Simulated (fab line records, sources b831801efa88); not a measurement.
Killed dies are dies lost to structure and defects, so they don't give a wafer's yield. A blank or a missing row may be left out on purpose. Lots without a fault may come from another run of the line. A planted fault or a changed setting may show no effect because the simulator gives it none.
Chamber matching | flow gf180mcu | GF_V1_CVD_02 on pecvd-03: 3 sister chambers
The step deposits SiO2 from TEOS, target thk 850 nm, time 94.851 s. 6 wafers are shown with their chamber, then 7 later ones without.

WAFERS WITH THEIR CHAMBER
wafer  | chamber | heater_power_w (W)
L085.6 | 1       | 815
L087.1 | 1       | 812
L087.4 | 0       | 705
L087.5 | 2       | 635
L094.1 | 2       | 573
L094.2 | 0       | 700

WAFERS WITHOUT THEIR CHAMBER
wafer  | heater_power_w (W)
L094.3 | 799
L096.2 | 792
L096.4 | 827
L096.6 | 577
L097.2 | 641
L097.5 | 872
L097.6 | 514

WHICH CHAMBER EACH WENT THROUGH
wafer  | from the rows above     | in truth
L094.3 | 1                       | 1
L096.2 | 1                       | 1
L096.4 | 1                       | 1
L096.6 | 2                       | 2
L097.2 | can't be placed: 2 or 0 | 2
L097.5 | 1                       | 1
L097.6 | 2                       | 2
Placed correctly: 6 of 7. Can't be placed from these rows: 1 (the true chamber is among the candidates in 1). Placed wrongly: 0.
How it was worked out, from the rows above alone: a wafer's distance from a chamber is the root of the sum, over the readings, of the square of ((its reading less the chamber's mean) divided by the reading's scatter). The wafer belongs to the nearest chamber; if the next one is less than 2 further off, it can't be placed. A chamber's mean is the mean of its shown wafers. The scatter: the root of (the sum of the squares of (reading less its chamber's mean) over the shown wafers, divided by (wafers less chambers)).
